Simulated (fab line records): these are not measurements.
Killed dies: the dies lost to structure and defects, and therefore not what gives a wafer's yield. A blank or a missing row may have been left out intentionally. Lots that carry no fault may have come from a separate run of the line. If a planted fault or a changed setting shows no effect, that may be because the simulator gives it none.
Which tool is to blame?    flow sky130    14 lots, 42 wafers sampled, at 2 steps of a route of 708

== WHAT EACH GAUGE READ, for each wafer ==
SKY_VIA1_THK_MEAS_23: measures by xrf. Usual: VIA1_W_THK typically reads 267 nm, with standard deviation 4.5.
lot   measured      on             VIA1_W_THK (nm)  flag
L347  day 34 08:30  film_metro-01  269 268 266      
L348  day 34 18:13  film_metro-01  258 275 262      
L349  day 34 22:40  film_metro-01  269 266 264      
L350  day 35 13:33  film_metro-01  273 264 276      
L352  day 36 09:43  film_metro-04  267 267 267      
L353  day 36 09:57  film_metro-01  272 264 263      
L351  day 36 10:18  film_metro-04  263 268 266      
L354  day 36 12:43  film_metro-04  264 263 277      
L360  day 38 12:46  film_metro-03  262 262 264      
L362  day 39 03:52  film_metro-01  268 266 271      
L363  day 39 10:03  film_metro-01  273 280 264      
L366  day 40 07:07  film_metro-03  273 274 268      
L369  day 40 23:28  film_metro-03  267 264 262      
L370  day 41 18:21  film_metro-03  265 269 266      

== TOOL THAT RAN EACH LOT (tool first, then ch and the chambers of the sampled wafers, then the start) ==
lot   SKY_METAL1_SPUTTER_04
L347  pvd_sputter-02, day 31 21:42
L348  pvd_sputter-03, day 32 09:25
L349  pvd_sputter-02, day 32 13:26
L350  pvd_sputter-03, day 33 05:22
L352  pvd_sputter-02, day 34 00:55
L353  pvd_sputter-03, day 34 01:06
L351  pvd_sputter-02, day 34 02:08
L354  pvd_sputter-02, day 34 04:27
L360  pvd_sputter-01, day 36 05:52
L362  pvd_sputter-02, day 36 20:23
L363  pvd_sputter-03, day 37 04:07
L366  pvd_sputter-02, day 38 01:38
L369  pvd_sputter-01, day 38 18:53
L370  pvd_sputter-02, day 39 15:01
- SKY_METAL1_SPUTTER_04: material TiN, target thk 70 nm, time 58.3 s.

== WHAT THE TOOLS THEMSELVES READ (means of the sampled wafers that have a number; where no wafer has one, the mark that the record gives instead) ==
SKY_METAL1_SPUTTER_04. Usual: cathode_dc_power_W 6500.2 W, standard deviation 1.1; throttle_valve_pct 29.8 %, standard deviation 1.1.
lot   tool            cathode_dc_power_W (W)  throttle_valve_pct (%)  flag
L347  pvd_sputter-02  6500.3                  30.5                    
L348  pvd_sputter-03  6500.3                  30.0                    
L349  pvd_sputter-02  6499.8                  29.0                    
L350  pvd_sputter-03  6500.7                  30.1                    
L352  pvd_sputter-02  6499.4                  28.7                    
L353  pvd_sputter-03  6499.7                  29.6                    
L351  pvd_sputter-02  6499.7                  30.0                    
L354  pvd_sputter-02  6499.6                  30.2                    
L360  pvd_sputter-01  6500.3                  29.9                    
L362  pvd_sputter-02  6499.9                  28.1                    
L363  pvd_sputter-03  6500.8                  30.6                    
L366  pvd_sputter-02  6500.5                  30.9                    
L369  pvd_sputter-01  6500.3                  29.6                    
L370  pvd_sputter-02  6500.2                  28.4                    

== THE ANSWER, worked out from the rows above alone ==
Rule: lot off if the mean of its wafers having a number is beyond 3 standard deviations from the usual mean. Also off: a lot with no number at a reading for which 4 or more lots have one. All remaining lots with rows at the step are treated as sound. The gauges are gone through in route order, then the tools' own readings, and for those a lot's mean is taken as printed above. At the first step where some lot is off, the reading lying furthest off is the one used; lots without a number count as furthest.
No lot is off at any reading shown: from this, nothing can be told.

== WHAT WAS PUT IN BY THE SIMULATOR ==
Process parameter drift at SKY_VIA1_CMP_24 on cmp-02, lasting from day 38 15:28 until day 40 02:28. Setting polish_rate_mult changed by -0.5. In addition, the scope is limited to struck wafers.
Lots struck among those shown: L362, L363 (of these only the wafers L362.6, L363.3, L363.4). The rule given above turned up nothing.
